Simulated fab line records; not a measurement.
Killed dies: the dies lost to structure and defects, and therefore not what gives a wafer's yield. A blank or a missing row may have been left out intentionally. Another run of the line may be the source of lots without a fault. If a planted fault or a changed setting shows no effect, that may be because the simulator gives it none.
fab line records	flow sky130
record lots=6	wafers=18	lastDay=49
route steps=708 shown FIELD_ISO@13 NWELL@32 DNWELL@35 PWDE@45 PAD_OPEN@708
lots that met no fault: taken from a fault-free run of the same line
startH: start of the lot's first displayed wafer, in hours after the record's first day	waitH: how many hours have passed since the lot's step before this one	" the same as in the row above	L1.1+2: several wafers, shown together as one row	- value missing, or start not given	* or withheld: withheld	< > ~ a bound
route shown NAME@n: names a module that has steps shown in the file, with the first one's number in the route	usual: the fault-free wafers' mean and standard deviation	same: alike in all rows	chamber/n: place in a boat	sites: per-site readings	_std_site: standard deviation across them	_edge_site: mean of outer sites minus mean of inner sites	radiusMm: how far each site lies from the wafer's centre	mask NAME#n: copy n	behind: tool/chamber where the wafer was last shaped	hold: what put the lot on hold/how long, in hours/how the hold closed	device: whichever transistor did not switch (one of n, p or np)	end of line: tests run on the same wafers once the route is complete	a step given without rows: its recipe and nothing more	killed: at the first sort, the dies lost to defects and structure; wafer yield is something else	map: the dies of a wafer, with x for killed, . for not killed, _ for no die there
set.NAME: the setting the step ran with; set.NAME@STEP: the setting that earlier step ran with	model.NAME: the simulator's own value behind a step, which no gauge read
lots seen at some steps along the route; tables by step, rows by wafer
services: from which hour (startH, from the record's first day; less than 0 if before it) a tool's chamber was out of use, for how many hours, and why
## steps
# step SKY_FIELD_ISO_DEVELOP_12
# recipe developTimeS=60	resist=KrF-thick	devTempC=21
# step SKY_FIELD_ISO_CD_MEAS_13
# recipe targetCdNm=150
# usual cdNm=150.3/1.4
lot.wafer	tool	chamber	startH	waitH	cdNm
L823.2	cdSem-01	-	31.31	-	150.9
L823.4	"	-	"	"	149.1
L823.6	"	-	"	"	149.9
L825.1	cdSem-01	-	39.99	-	153.4
L825.5	"	-	"	"	151.4
L825.6	"	-	"	"	150.8
L828.1	cdSem-01	-	56.64	-	152.8
L828.2	"	-	"	"	152.1
L828.6	"	-	"	"	152.8
L830.2	cdSem-02	-	67.29	-	147.8
L830.4	"	-	"	"	149.1
L830.6	"	-	"	"	148.6
L832.2	cdSem-01	-	77.16	-	150.6
L832.5	"	-	"	"	152.2
L832.6	"	-	"	"	151.7
L837.1	cdSem-02	-	101.27	-	150.7
L837.3	"	-	"	"	151.4
L837.4	"	-	"	"	151.2
# step SKY_FIELD_ISO_ETCH_14
# recipe chemistry=N2/H2	target=BARC	ionEnergyEv=200	sourceW=493.9	biasW=100	pressureMtorr=30	n2FlowSccm=100	h2FlowSccm=200	stopOn=SiO2	timeS=45.9	targetDepthA=600
# usual drypumpMotorCurrentA=5.7/0.42	oesProductAu=0.855/0.0045	throttleValvePct=13.223/0.0092
lot.wafer	tool	chamber	startH	waitH	drypumpMotorCurrentA	oesProductAu	rfHoursCounterH	throttleValvePct
L823.2	rieDiel-04	3	31.41	0.1	5.4	0.849	3	13.218
L823.4	"	0	"	"	6.2	0.854	-	13.219
L823.6	"	3	"	"	5.4	0.851	-	13.229
L825.1	rieDiel-01	1	40.11	0.1	5.9	0.853	9	13.212
L825.5	"	0	"	"	6.4	0.851	-	13.239
L825.6	"	1	"	"	5.9	0.858	-	13.206
L828.1	rieDiel-01	0	56.76	0.1	6.4	0.853	139	13.222
L828.2	"	1	"	"	5.9	0.852	9	13.202
L828.6	"	1	"	"	5.9	0.852	-	13.241
L830.2	rieDiel-02	3	67.39	0.1	6.2	0.857	3	13.223
L830.4	"	0	"	"	6.0	0.857	5	13.213
L830.6	"	3	"	"	6.1	0.859	-	13.237
L832.2	rieDiel-04	3	77.26	0.1	5.4	0.859	4	13.240
L832.5	"	3	"	"	5.4	0.858	-	13.214
L832.6	"	2	"	"	5.5	0.853	-	13.205
L837.1	rieDiel-04	0	101.39	0.1	6.2	0.853	5	13.218
L837.3	"	3	"	"	5.5	0.855	5	13.219
L837.4	"	1	"	"	5.5	0.861	82	13.228
# step SKY_FIELD_ISO_ETCH_15
# recipe chemistry=CHF3/O2	targetDepthNm=180	stopOn=Si	sourceW=600	biasW=200	pressureMtorr=40	chf3FlowSccm=50	O2_flow_sccm=5	timeS=72
# step SKY_FIELD_ISO_STRIP_16
# recipe chemistry=O2/N2	powerW=1400	pressureMtorr=1500	platenTempC=withheld	o2FlowSccm=3000	n2FlowSccm=300	overashFraction=0.5
# usual drypumpMotorCurrentA=6.0/0.36	oesProductAu=0.378/0.0053	stripTimeToEndpointS=3.55/0.033
lot.wafer	tool	chamber	startH	waitH	drypumpMotorCurrentA	oesProductAu	rfHoursCounterH	stripTimeToEndpointS
L823.2	plasmaAsher-01	0	31.50	0.0	5.7	0.376	37	3.52
L823.4	"	0	"	"	5.7	0.366	-	3.48
L823.6	"	1	"	"	6.6	0.365	-	3.52
L825.1	plasmaAsher-01	1	40.20	0.0	6.6	0.366	38	3.53
L825.5	"	0	"	"	5.7	0.382	-	3.51
L825.6	"	1	"	"	6.6	0.381	-	3.53
L828.1	plasmaAsher-01	0	56.86	0.0	5.7	0.385	39	3.54
L828.2	"	1	"	"	6.5	0.384	39	3.57
L828.6	"	0	"	"	5.8	0.377	-	3.56
L830.2	plasmaAsher-04	0	67.49	0.0	5.8	0.374	23	3.53
L830.4	"	0	"	"	5.7	0.370	-	3.51
L830.6	"	1	"	"	6.1	0.379	-	3.56
L832.2	plasmaAsher-01	0	77.36	0.0	5.8	0.385	41	3.59
L832.5	"	1	"	"	6.6	0.379	-	3.55
L832.6	"	0	"	"	5.8	0.374	-	3.54
L837.1	plasmaAsher-01	0	101.49	0.0	5.7	0.370	44	3.50
L837.3	"	0	"	"	5.7	0.381	-	3.55
L837.4	"	1	"	"	6.6	0.372	-	3.48
# step SKY_FIELD_ISO_ETCH_17
# recipe targetDepthA=3420	maskMaterial=Si3N4	chemistry=HBr/Cl2/O2	target=Si	taperDeg=5	icpW=600	biasW=150	pressureMtorr=15	HBr_flow_sccm=150	Cl2_flow_sccm=40	O2_flow_sccm=6	timeS=97.7
# usual drypumpMotorCurrentA=5.7/0.55	oesProductAu=0.995/0.0089	throttleValvePct=25.659/0.01
lot.wafer	tool	chamber	startH	waitH	drypumpMotorCurrentA	oesProductAu	rfHoursCounterH	throttleValvePct
L823.2	rieSi-01	3	31.60	0.1	6.4	0.980	9	25.664
L823.4	"	3	"	"	6.4	0.988	-	25.647
L823.6	"	1	"	"	5.2	0.982	-	25.662
L825.1	rieSi-01	0	40.30	0.1	6.0	0.998	0	25.673
L825.5	"	0	"	"	6.0	1.004	-	25.659
L825.6	"	3	"	"	6.4	0.990	-	25.653
L828.1	rieSi-01	0	56.96	0.1	6.0	1.011	0	25.648
L828.2	"	2	"	"	6.2	0.996	137	25.665
L828.6	"	0	"	"	6.0	0.998	-	25.661
L830.2	rieSi-02	2	67.59	0.1	5.2	1.002	52	25.645
L830.4	"	0	"	"	5.0	0.992	48	25.664
L830.6	"	2	"	"	5.2	1.004	-	25.650
L832.2	rieSi-01	3	77.46	0.1	6.4	0.986	9	25.660
L832.5	"	2	"	"	6.2	0.997	-	25.656
L832.6	"	3	"	"	6.4	0.986	-	25.660
L837.1	rieSi-02	3	101.59	0.1	6.3	1.018	0	25.650
L837.3	"	0	"	"	5.0	0.976	48	25.665
L837.4	"	1	"	"	5.0	0.993	117	25.666
# step SKY_FIELD_ISO_WET_ETCH_18
# recipe chemistry=H3PO4	targetDepthNm=25	tempC=160	target=Si3N4	timeS=276.3
# step SKY_FIELD_ISO_CLEAN_19
# recipe chemistry=SC1/SC2	mix=1:4:20	tempC=70	timeS=150
# step SKY_FIELD_ISO_CLEAN_20
# recipe chemistry=dHF	timeS=20	dilution=100:1
# step SKY_FIELD_ISO_WET_ETCH_21
# recipe chemistry=dHF	dilution=100:1	targetDepthNm=20	dry=ipaMarangoni	target=SiO2	tempC=25	timeS=400
# step SKY_FIELD_ISO_OXIDATION_22
# recipe tempC=950	ambient=O2	stabiliseS=600	purgeS=300	targetThkA=100	oxTimeS=623
# step SKY_FIELD_ISO_THK_MEAS_23
# recipe reads=SiO2_of_FIELD_ISO_OXIDATION_22
# usual FIELD_ISO_OXIDATION_01_THK=10.06/0.2
lot.wafer	tool	chamber	startH	waitH	FIELD_ISO_OXIDATION_01_THK[nm]
L823.2	filmMetro-02	-	33.31	0.0	9.86
L823.4	"	-	"	"	9.99
L823.6	"	-	"	"	9.95
L825.1	filmMetro-04	-	43.36	0.0	10.03
L825.5	"	-	"	"	10.13
L825.6	"	-	"	"	10.30
L828.1	filmMetro-04	-	59.47	0.0	9.69
L828.2	"	-	"	"	9.91
L828.6	"	-	"	"	9.79
L830.2	filmMetro-01	-	69.22	0.0	10.49
L830.4	"	-	"	"	10.31
L830.6	"	-	"	"	10.40
L832.2	filmMetro-02	-	79.21	0.0	9.76
L832.5	"	-	"	"	9.82
L832.6	"	-	"	"	9.81
L837.1	filmMetro-04	-	104.33	0.0	10.27
L837.3	"	-	"	"	10.16
L837.4	"	-	"	"	10.08
# step SKY_FIELD_ISO_CVD_24
# recipe material=SiO2	targetThkNm=595	tempC=650	sigmaOpenFrac=0.3	timeS=99.2	sih4FlowSccm=60	pressureMtorr=6
# usual pressureMtorr=6.000/0.012
lot.wafer	tool	chamber	startH	waitH	pressureMtorr
L823.2	hdpcvd-02	2	33.36	0.0	6.004
L823.4	"	0	"	"	5.991
L823.6	"	2	"	"	5.996
L825.1	hdpcvd-02	0	43.42	0.1	5.984
L825.5	"	2	"	"	6.010
L825.6	"	1	"	"	5.980
L828.1	hdpcvd-02	0	59.53	0.1	6.026
L828.2	"	2	"	"	6.011
L828.6	"	1	"	"	6.002
L830.2	hdpcvd-01	1	69.27	0.0	5.994
L830.4	"	1	"	"	5.997
L830.6	"	0	"	"	6.006
L832.2	hdpcvd-01	2	79.26	0.0	5.998
L832.5	"	2	"	"	6.003
L832.6	"	0	"	"	5.996
L837.1	hdpcvd-01	2	104.39	0.1	6.020
L837.3	"	1	"	"	5.999
L837.4	"	2	"	"	5.995
# step SKY_FIELD_ISO_THK_MEAS_25
# recipe reads=SiO2_of_FIELD_ISO_CVD_24
# usual FIELD_ISO_CVD_24_THK=596/5.9
lot.wafer	tool	chamber	startH	waitH	FIELD_ISO_CVD_24_THK[nm]
L823.2	filmMetro-04	-	33.45	0.0	599
L823.4	"	-	"	"	596
L823.6	"	-	"	"	602
L825.1	filmMetro-01	-	43.49	0.0	598
L825.5	"	-	"	"	588
L825.6	"	-	"	"	599
L828.1	filmMetro-02	-	59.60	0.0	598
L828.2	"	-	"	"	594
L828.6	"	-	"	"	604
L830.2	filmMetro-04	-	69.35	0.0	600
L830.4	"	-	"	"	600
L830.6	"	-	"	"	598
L832.2	filmMetro-04	-	79.34	0.0	597
L832.5	"	-	"	"	596
L832.6	"	-	"	"	585
L837.1	filmMetro-01	-	104.46	0.0	594
L837.3	"	-	"	"	593
L837.4	"	-	"	"	597
# step SKY_FIELD_ISO_ANNEAL_26
# recipe tempC=1000	timeS=1800	ambient=N2
# step SKY_FIELD_ISO_CMP_27
# recipe stopOn=Si3N4	tOverpolishS=16	downForcePsi=4	platenRpm=60	targetThkNm=457.8	padVelocityMS=0.94248
# usual edgeZonePressureFrac=1.000/0.0047	motorCurrentA=11.5/0.83	overpolishRunS=16.000/0.0091	timeToEndpointS=111/3.2
lot.wafer	tool	chamber	startH	waitH	edgeZonePressureFrac	motorCurrentA	overpolishRunS	timeToEndpointS
L823.2	cmp-01	1	36.26	0.1	0.993	12.7	16.009	116
L823.4	"	2	"	"	0.992	10.7	15.994	113
L823.6	"	1	"	"	1.002	12.0	15.995	114
L825.1	cmp-01	1	46.37	0.1	1.002	12.1	16.005	111
L825.5	"	3	"	"	0.999	11.5	15.984	107
L825.6	"	0	"	"	0.994	11.5	15.988	112
L828.2	cmp-01	3	62.36	0.0	0.994	11.5	16.002	107
L828.1	"	2	"	"	0.996	11.3	16.002	111
L828.6	"	3	"	"	1.003	11.3	16.011	109
L830.2	cmp-01	2	71.00	0.1	0.998	11.8	16.006	108
L830.4	"	3	"	"	1.006	11.5	16.000	107
L830.6	"	0	"	"	1.007	11.4	15.996	106
L832.2	cmp-01	1	80.89	0.0	1.000	12.2	15.995	115
L832.5	"	1	"	"	0.991	11.9	16.011	111
L832.6	"	2	"	"	1.000	11.5	16.011	111
L837.1	cmp-02	0	107.17	0.0	0.997	11.2	16.008	107
L837.4	"	1	"	"	1.007	11.0	15.990	107
L837.3	"	2	"	"	0.998	12.6	15.994	109
# step SKY_FIELD_ISO_WET_ETCH_28
# recipe chemistry=dHF	targetDepthNm=23.7	target=SiO2	dilution=10:1	tempC=25	timeS=47
# step SKY_FIELD_ISO_WET_ETCH_29
# recipe chemistry=H3PO4	targetDepthNm=160	target=Si3N4	tempC=160	timeS=1825
# step SKY_FIELD_ISO_WET_ETCH_30
# recipe chemistry=dHF	targetDepthNm=25	target=SiO2	dilution=10:1	tempC=25	timeS=50
# step SKY_NWELL_CLEAN_00
# recipe chemistry=SC1/SC2	mix=1:4:20	tempC=70	timeS=150	dry=n2Spin
# step SKY_NWELL_OXIDATION_01
# recipe tempC=900	ambient=O2	stabiliseS=600	purgeS=300	targetThkA=100	oxTimeS=1418
# step SKY_NWELL_THK_MEAS_02
# recipe reads=SiO2_of_NWELL_OXIDATION_01
# usual NWELL_OXIDATION_THK=10.02/0.18
lot.wafer	tool	chamber	startH	waitH	NWELL_OXIDATION_THK[nm]
L823.2	filmMetro-01	-	39.60	0.0	9.81
L823.4	"	-	"	"	9.92
L823.6	"	-	"	"	10.01
L825.1	filmMetro-01	-	49.17	0.0	10.21
L825.5	"	-	"	"	10.14
L825.6	"	-	"	"	10.11
L828.1	filmMetro-01	-	66.54	0.0	9.82
L828.2	"	-	"	"	9.75
L828.6	"	-	"	"	9.83
L830.2	filmMetro-03	-	73.65	0.0	10.04
L830.4	"	-	"	"	10.13
L830.6	"	-	"	"	10.00
L832.2	filmMetro-04	-	84.57	0.0	9.79
L832.5	"	-	"	"	9.61
L832.6	"	-	"	"	9.69
L837.1	filmMetro-04	-	109.95	0.0	10.27
L837.3	"	-	"	"	10.07
L837.4	"	-	"	"	10.16
# step SKY_DNWELL_DEHYDRATE_00
# recipe tempC=200	timeS=60
# step SKY_DNWELL_HMDS_01
# recipe primeTimeS=60	primeTempC=120
# step SKY_DNWELL_COAT_02
# recipe spinRpm=2000	resistThkNm=3000
# step SKY_DNWELL_SOFTBAKE_03
# recipe tempC=110	timeS=withheld
# step SKY_DNWELL_EXPOSE_04
# recipe maskId=DNM	na=0.57	targetCdNm=3000	doseMj=222
# step SKY_DNWELL_PEB_05
# recipe tempC=115	timeS=withheld
# step SKY_DNWELL_DEVELOP_06
# recipe wallAngleDeg=90	developer=TMAH	developTimeS=60	devTempC=23
# step SKY_DNWELL_IMPLANT_07
# recipe species=P	energyKev=withheld	doseCm2=withheld	tiltDeg=withheld
# step SKY_DNWELL_STRIP_08
# recipe chemistry=O2/N2	powerW=1400	pressureMtorr=1500	platenTempC=withheld	o2FlowSccm=3000	n2FlowSccm=300	overashFraction=0.5
# step SKY_DNWELL_TW_MEAS_09
# usual DNWELL_TW=1112/7.5
lot.wafer	tool	chamber	startH	waitH	DNWELL_TW
L823.2	filmMetro-01	-	54.50	0.1	1105
L823.4	"	-	"	"	1107
L823.6	"	-	"	"	1101
L825.1	filmMetro-01	-	64.79	0.1	1110
L825.5	"	-	"	"	1106
L825.6	"	-	"	"	1109
L828.1	filmMetro-04	-	83.47	0.1	1120
L828.2	"	-	"	"	1121
L828.6	"	-	"	"	1122
L830.2	filmMetro-01	-	90.75	0.1	1112
L830.4	"	-	"	"	1114
L830.6	"	-	"	"	1111
L832.2	filmMetro-03	-	102.55	0.1	1103
L832.5	"	-	"	"	1106
L832.6	"	-	"	"	1109
L837.1	filmMetro-03	-	128.77	0.1	1117
L837.3	"	-	"	"	1119
L837.4	"	-	"	"	1114
# step SKY_PWDE_DEHYDRATE_00
# recipe tempC=200	timeS=60
# step SKY_PWDE_HMDS_01
# recipe primeTimeS=60	primeTempC=120
# step SKY_PWDE_COAT_02
# recipe spinRpm=2000	resistThkNm=3000
# step SKY_PWDE_SOFTBAKE_03
# recipe tempC=110	timeS=withheld
# step SKY_PWDE_EXPOSE_04
# recipe maskId=PWDEM	na=0.6	sourceShape=conventional	sigmaOuter=0.6	polarization=unpolarized	targetCdNm=840	doseMj=214
# step SKY_PWDE_PEB_05
# recipe tempC=115	timeS=withheld
# step SKY_PWDE_DEVELOP_06
# recipe wallAngleDeg=90	developer=TMAH	developTimeS=60	devTempC=23
# step SKY_PWDE_OVL_MEAS_07
# usual PWDE_OVL=0.1/1.4
lot.wafer	tool	chamber	startH	waitH	PWDE_OVL[nm]
L823.2	overlay-01	-	70.49	-	1.4
L823.4	"	-	"	"	2.5
L823.6	"	-	"	"	0.3
L825.1	overlay-02	-	81.24	-	0.3
L825.5	"	-	"	"	-0.5
L825.6	"	-	"	"	-0.3
L828.1	overlay-01	-	100.79	-	0.3
L828.2	"	-	"	"	0.5
L828.6	"	-	"	"	1.5
L830.2	overlay-02	-	108.55	-	-1.5
L830.4	"	-	"	"	-0.3
L830.6	"	-	"	"	0.4
L832.2	overlay-02	-	120.65	-	1.5
L832.5	"	-	"	"	0.1
L832.6	"	-	"	"	-1.1
L837.1	overlay-02	-	146.89	-	-1.6
L837.3	"	-	"	"	0.2
L837.4	"	-	"	"	-1.9
# step SKY_PWDE_IMPLANT_08
# recipe species=B	energyKev=150	doseCm2=3.526e+12	tiltDeg=withheld
# step SKY_PWDE_STRIP_09
# recipe chemistry=O2/N2	powerW=1400	pressureMtorr=1500	platenTempC=withheld	o2FlowSccm=3000	n2FlowSccm=300	overashFraction=0.5
# usual drypumpMotorCurrentA=5.62/0.27	oesProductAu=0.722/0.0042	stripTimeToEndpointS=36.90/0.11
lot.wafer	tool	chamber	startH	waitH	drypumpMotorCurrentA	oesProductAu	rfHoursCounterH	stripTimeToEndpointS
L823.2	plasmaAsher-03	0	70.67	0.1	5.33	0.715	40	36.86
L823.4	"	0	"	"	5.33	0.724	-	36.83
L823.6	"	1	"	"	5.74	0.718	-	36.69
L825.1	plasmaAsher-03	1	81.42	0.1	5.77	0.724	41	36.91
L825.5	"	1	"	"	5.76	0.721	-	36.98
L825.6	"	0	"	"	5.32	0.724	-	37.04
L828.1	plasmaAsher-03	1	100.98	0.1	5.74	0.729	44	36.90
L828.2	"	0	"	"	5.32	0.719	44	36.86
L828.6	"	0	"	"	5.30	0.721	-	36.86
L830.2	plasmaAsher-03	0	108.73	0.1	5.31	0.718	45	36.96
L830.4	"	1	"	"	5.75	0.724	-	37.08
L830.6	"	1	"	"	5.77	0.728	-	36.92
L832.2	plasmaAsher-03	1	120.83	0.1	5.75	0.725	47	36.77
L832.5	"	1	"	"	5.75	0.722	-	36.73
L832.6	"	0	"	"	5.30	0.729	-	36.82
L837.1	plasmaAsher-04	1	147.08	0.1	6.05	0.727	33	36.73
L837.3	"	1	"	"	6.06	0.727	-	36.84
L837.4	"	0	"	"	5.73	0.724	-	36.73
# step SKY_PAD_OPEN_PROBE_99
# usual killed_at_M0_to_M3=43/6.9	killed_at_M4_up=3.1/1.9	killedAtContacts=24/5.4	killedAtFrontEnd=14/4.3	killedAtOther=0.3/0.53	killedDies=84/9.5	killedOnRim=16/4.1	killedOpen=46/6.8	killedShort=38/6
# same grossDies=492	killedAtBackSide=0
lot.wafer	tool	chamber	startH	waitH	killed_at_M0_to_M3	killed_at_M4_up	killedAtContacts	killedAtFrontEnd	killedAtOther	killedDies	killedOnRim	killedOpen	killedShort
L828.1	prober-02	-	1111.35	0.1	30	4	34	21	0	89	26	46	43
L828.2	prober-02	-	1111.40	0.1	49	2	21	21	0	93	13	45	48
L828.6	prober-02	-	1111.60	0.2	50	6	31	4	0	91	21	51	40
L830.2	prober-01	-	1119.32	0.1	45	5	23	14	0	87	18	46	41
L830.4	prober-01	-	1119.42	0.2	42	0	26	20	0	88	12	49	39
L830.6	prober-01	-	1119.52	0.2	43	3	22	11	0	79	14	47	32
L832.2	prober-01	-	1132.06	0.1	35	4	23	61	1	124	21	45	35
L832.5	prober-01	-	1132.21	0.2	39	4	19	62	0	124	15	37	37
L832.6	prober-01	-	1132.26	0.2	39	3	26	13	0	81	21	45	36
L837.1	prober-01	-	1171.72	0.1	43	3	23	55	0	124	13	42	35
L837.4	prober-01	-	1171.87	0.2	46	4	25	65	2	142	22	49	46
# killed by level:class
L828.1 CONTACT:geometricParticle:open=13 LI_CONTACT:geometricParticle:open=9 METAL2:geometricParticle:short=8 POLY_GATE:geometricParticle:open=7 FIELD_ISO:geometricParticle:short=5 LOCAL_INTERCONNECT:geometricParticle:short=5 CONTACT:geometricParticle:short=5 VIA1:geometricParticle:open=5
L828.2 METAL3:geometricParticle:short=8 VIA2:geometricParticle:open=8 FIELD_ISO:geometricParticle:open=7 CONTACT:geometricParticle:open=7 VIA3:geometricParticle:open=7 VIA1:geometricParticle:open=7 LOCAL_INTERCONNECT:geometricParticle:short=6 VIA3:geometricParticle:short=5
L828.6 CONTACT:geometricParticle:open=12 VIA1:geometricParticle:open=10 VIA3:geometricParticle:open=10 METAL2:geometricParticle:short=9 VIA2:geometricParticle:open=7 LI_CONTACT:geometricParticle:open=6 METAL4:geometricParticle:short=6 CONTACT:geometricParticle:short=5
L830.2 VIA1:geometricParticle:open=12 VIA1:geometricParticle:short=9 VIA2:geometricParticle:open=8 LI_CONTACT:geometricParticle:open=6 LOCAL_INTERCONNECT:geometricParticle:short=5 VIA3:geometricParticle:open=5 FIELD_ISO:geometricParticle:short=4 CONTACT:geometricParticle:open=4
L830.4 VIA1:geometricParticle:open=13 LOCAL_INTERCONNECT:geometricParticle:short=8 CONTACT:geometricParticle:open=8 VIA3:geometricParticle:open=7 CONTACT:geometricParticle:short=5 FIELD_ISO:geometricParticle:open=4 FIELD_ISO:geometricParticle:short=4 METAL1:geometricParticle:short=4
L830.6 VIA2:geometricParticle:open=10 VIA1:geometricParticle:open=9 CONTACT:geometricParticle:open=8 VIA3:geometricParticle:open=6 LOCAL_INTERCONNECT:geometricParticle:short=5 CONTACT:geometricParticle:short=5 METAL2:geometricParticle:short=5 VIA1:geometricParticle:short=5
L832.2 FIELD_ISO:unspecified=43 VIA1:geometricParticle:open=10 LI_CONTACT:geometricParticle:open=9 POLY_GATE:geometricParticle:short=6 VIA1:geometricParticle:short=6 CONTACT:geometricParticle:open=5 VIA2:geometricParticle:open=5 VIA3:geometricParticle:open=5
L832.5 FIELD_ISO:unspecified=49 VIA3:geometricParticle:open=10 VIA1:geometricParticle:open=7 CONTACT:geometricParticle:short=6 METAL2:geometricParticle:short=5 LI_CONTACT:geometricParticle:open=5 METAL1:geometricParticle:short=5 VIA2:geometricParticle:open=5
L832.6 VIA1:geometricParticle:open=11 LI_CONTACT:geometricParticle:open=9 CONTACT:geometricParticle:open=7 VIA3:geometricParticle:open=6 LOCAL_INTERCONNECT:geometricParticle:short=5 METAL1:geometricParticle:short=5 FIELD_ISO:geometricParticle:short=4 POLY_GATE:geometricParticle:open=4
L837.1 FIELD_ISO:unspecified=47 VIA1:geometricParticle:open=12 CONTACT:geometricParticle:short=9 METAL2:geometricParticle:short=7 VIA3:geometricParticle:open=7 CONTACT:geometricParticle:open=5 LI_CONTACT:geometricParticle:open=5 VIA1:geometricParticle:short=5
L837.4 FIELD_ISO:unspecified=47 VIA1:geometricParticle:open=10 VIA2:geometricParticle:open=9 LI_CONTACT:geometricParticle:open=8 VIA3:geometricParticle:open=8 FIELD_ISO:geometricParticle:short=6 POLY_GATE:geometricParticle:short=6 METAL2:geometricParticle:short=6
# map L832.2 (x killed, . not)
__________.x........_________
________.......x..xx.._______
______..x.x............._____
_____x.x...x........x....____
____....x......xx.........___
___.......x.x.xxx..........__
__.........xxxxx.x.x..x....x_
_x....x..xxxxxxxxxx.x.....x..
_x..xx....x.xxxxxxx.......x.x
_.x....x..xxxxxxxx..x........
_.x...xx...xxxxxxx...........
_..........x.x.x..xx..x......
_.........x...xx.x...........
_..xx...x......xx..xx..xx....
_.xx.........................
__....x.......x...x....x...._
___...x...x.....xx.xx......__
____.x....x...........x.x.___
_____..x.x..........x...x____
______..x..............._____
________.x.......x.xx._______
__________x.x.x.x.x._________
# map L837.4 (x killed, . not)
__________x....x..x._________
________......x.....x._______
______..x.x.x.........x._____
_____.x.....x.x.....x..x.____
____....x....xx....x....x.___
___.........xxxxxxxx..x....__
__...xx.x...xxxxx......x..x._
_..x...x..xxxxxxxxx.........x
_....xx.xxxxxxxxxxxxxx..x...x
_xx........xxxxxxxx.....x....
_x.xxx...x.xxxxxxx.x.xx......
_......x.xxx.xx.x..x...x..xx.
_.x...x....x.xxx..x...x...xx.
_.....x....x..x.........x...x
_........x.x....x......xx....
__..x..........xx..........._
___x...........x.....x...x.__
____xx.........x..........___
_____...............x.x.x____
______....xx............_____
________..x..........._______
__________x........._________
## services
tool	chamber	startH	hours	kind
rieDiel-04	2	10.05	9.6	repair
rieSi-01	2	13.59	6.4	repair
hdpcvd-02	-	14.83	0.8	repair
rieDiel-02	-	24.67	0.5	repair
rieDiel-04	1	30.33	5.3	repair
cmp-01	-	57.31	3.2	repair
cmp-02	-	64.00	4.0	pm
plasmaAsher-03	-	64.41	0.9	repair
hdpcvd-02	-	66.75	15.0	pm
plasmaAsher-01	-	80.70	6.3	repair
hdpcvd-01	-	81.75	2.8	pm
cmp-02	-	82.85	0.5	repair
cmp-02	-	85.81	0.9	repair
rieDiel-01	-	87.80	2.8	pm
hdpcvd-02	-	95.85	1.5	repair
rieDiel-04	1	103.29	6.7	repair
rieDiel-04	0	119.15	14.3	repair
plasmaAsher-04	-	123.31	2.0	repair
rieDiel-04	2	125.97	5.7	repair
rieDiel-01	0	126.15	10.3	repair
hdpcvd-02	2	129.25	23.4	repair
hdpcvd-01	0	129.55	3.8	repair
plasmaAsher-04	-	129.92	0.5	repair
rieDiel-01	3	135.28	1.4	repair
## key
firstSign step=SKY_PAD_OPEN_PROBE_99	reading=killedAtFrontEnd	direction=up	sigmas=11	usual=14	struck=61
effect step=SKY_PAD_OPEN_PROBE_99	reading=killedDies	direction=up	sigmas=4.7	usual=84	struck=128
metAt SKY_FIELD_ISO_CVD_24
struckWafers L832.2,L832.5,L837.1,L837.4
testerLeftOut L832,L837
fault kind=chamberParticleSource	tool=hdpcvd-01	chamber=2	onsetH=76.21	steps=SKY_FIELD_ISO_CVD_24	ratePerVisitCm2=0.61316	endH=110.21
# testerLeftOut: of these lots the tester's yield and bins aren't shown, on N5 and GAA mostly nor the transistor test; their killed dies are dies lost to structure and defects alone, not to doping, threshold or leakage, so they don't give the yield
